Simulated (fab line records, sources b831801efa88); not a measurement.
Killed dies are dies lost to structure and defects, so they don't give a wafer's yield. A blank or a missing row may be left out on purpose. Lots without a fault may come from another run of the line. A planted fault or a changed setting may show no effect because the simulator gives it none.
Which tool did it? | flow sky130 | 11 lots, 33 wafers sampled, at 2 steps of a route of 708

WHAT THE GAUGES READ, wafer by wafer
SKY_METAL5_RS_MEAS_05: measures by four-point-probe.
lot  | measured     | on            | METAL5_ALCU_RS (ohm/sq)
L587 | day 43 04:55 | film_metro-04 | 0.0266 0.0265 0.0269
L588 | day 43 07:29 | film_metro-01 | 0.0271 0.0268 0.0271
L590 | day 44 01:25 | film_metro-03 | 0.0271 0.0265 0.0265
L592 | day 44 04:29 | film_metro-03 | 0.0266 0.0267 0.0268
L597 | day 45 15:48 | film_metro-01 | 0.0278 0.0279 0.0277
L598 | day 45 17:22 | film_metro-03 | 0.0272 0.0275 0.0271
L602 | day 46 16:38 | film_metro-04 | 0.0270 0.0273 0.0270
L603 | day 47 01:33 | film_metro-04 | 0.0271 0.0271 0.0274
L606 | day 48 02:58 | film_metro-04 | 0.0273 0.0277 0.0275
L609 | day 48 11:29 | film_metro-03 | 0.0266 0.0270 0.0267
L610 | day 48 18:15 | film_metro-01 | 0.0270 0.0271 0.0271

WHICH TOOL RAN EACH LOT (tool, then ch and the chambers of the sampled wafers, then the start)
lot  | SKY_METAL5_SPUTTER_02
L587 | pvd_sputter-04, day 43 04:46
L588 | pvd_sputter-03, day 43 07:21
L590 | pvd_sputter-03, day 44 01:17
L592 | pvd_sputter-04, day 44 04:21
L597 | pvd_sputter-04, day 45 15:40
L598 | pvd_sputter-01, day 45 17:14
L602 | pvd_sputter-01, day 46 16:30
L603 | pvd_sputter-01, day 47 01:26
L606 | pvd_sputter-03, day 48 02:50
L609 | pvd_sputter-01, day 48 11:22
L610 | pvd_sputter-01, day 48 18:08
- SKY_METAL5_SPUTTER_02: material AlCu, target thk 1150 nm, time 61.2 s.

THE ANSWER, worked out from the rows above alone
Rule: what is usual is taken from the lots themselves. Put in order of their means at a reading, lots are off if they are a third of the lots or fewer, leave a main group of 4 or more, and stand apart from it by a gap of 3 or more times the standard deviation of the main group's means; of several such gaps the widest counts. A main group whose means are all the same, to the digits that the tables above print for the reading, isn't used. A lot without any number at a reading at which 4 lots or more have one is off too. The other lots that the step has rows for count as sound.
No lot is off at any reading shown: from this, nothing can be told.

WHAT THE SIMULATOR HAD PUT IN
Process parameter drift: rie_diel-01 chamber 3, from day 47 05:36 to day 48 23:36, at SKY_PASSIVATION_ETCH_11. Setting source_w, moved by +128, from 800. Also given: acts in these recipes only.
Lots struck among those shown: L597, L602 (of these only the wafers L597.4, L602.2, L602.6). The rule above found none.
